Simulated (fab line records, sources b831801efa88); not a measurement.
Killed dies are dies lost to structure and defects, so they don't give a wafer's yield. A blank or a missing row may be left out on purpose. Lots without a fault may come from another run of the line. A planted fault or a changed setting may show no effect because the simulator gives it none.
One fault seen from 2 desks | flow gf180mcu | each desk has only its own numbers; what lay behind them comes last

THE METROLOGY DESK
What the gauges read, lot by lot, whatever tool the lot ran on: means of the sampled wafers that have a number. A lot is out of limits, marked OUT, if its mean lies more than 4 standard deviations from the usual mean; the brackets give that distance.
Columns: A = cd_nm at GF_CONTACT_CD_MEAS_14, usual 219.9 nm
lot  | first seen here | A
L193 | day 15 21:53    | 219.6
L194 | day 16 07:39    | 221.2
L195 | day 16 19:35    | 221.5
L196 | day 16 22:59    | 219.0
L197 | day 17 11:01    | 220.0
L198 | day 17 22:04    | 219.1
L201 | day 19 01:29    | 221.1
L202 | day 19 11:29    | 219.2
L204 | day 20 03:11    | 218.7
L208 | day 21 20:20    | 216.5
L209 | day 21 23:26    | 217.1
L212 | day 23 11:05    | 218.6
L216 | day 24 09:25    | 218.5
This desk's finding: nothing out of limits on any of the 13 lots.

THE TOOL OWNER'S DESK: litho_track-03
The tool's own readings at GF_CONTACT_PEB_12 (peb time 90 s): means of the sampled wafers that have a number, for each lot that ran on this tool. A lot is out of limits, marked OUT, if its mean lies more than 4 standard deviations from the usual mean; the brackets give that distance.
Columns: A = heater_power_total_W at GF_CONTACT_PEB_12, usual 85.69 W
lot  | first seen here | A
L195 | day 16 19:14    | 85.69
L196 | day 16 22:38    | 85.63
L201 | day 19 01:08    | 85.71
L202 | day 19 11:08    | 85.72
L208 | day 21 19:59    | 87.34 (+19) OUT
L209 | day 21 23:05    | 88.84 (+37) OUT
L216 | day 24 09:04    | 85.70
This desk's finding: out of limits on L208, L209; first on L208, day 21 19:59 (heater_power_total_W at GF_CONTACT_PEB_12). In limits: L195, L196, L201, L202, L216.

PUT TOGETHER
The tool owner's desk could have raised an alarm at day 21 19:59, on L208, L209.
The metrology desk saw nothing out of limits.
The metrology desk has L208, L209 on record, within its limits.
Of the lots named, all ran GF_CONTACT_PEB_12 on litho_track-03.

WHAT THE SIMULATOR HAD PUT IN
Process parameter drift: litho_track-03, from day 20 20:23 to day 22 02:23, at GF_CONTACT_PEB_12. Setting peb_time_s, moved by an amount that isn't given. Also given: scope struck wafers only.
Lots struck among those shown: L208, L209.
Hours from the fault's start to each desk's first reading out of limits: the tool owner's desk, 24.
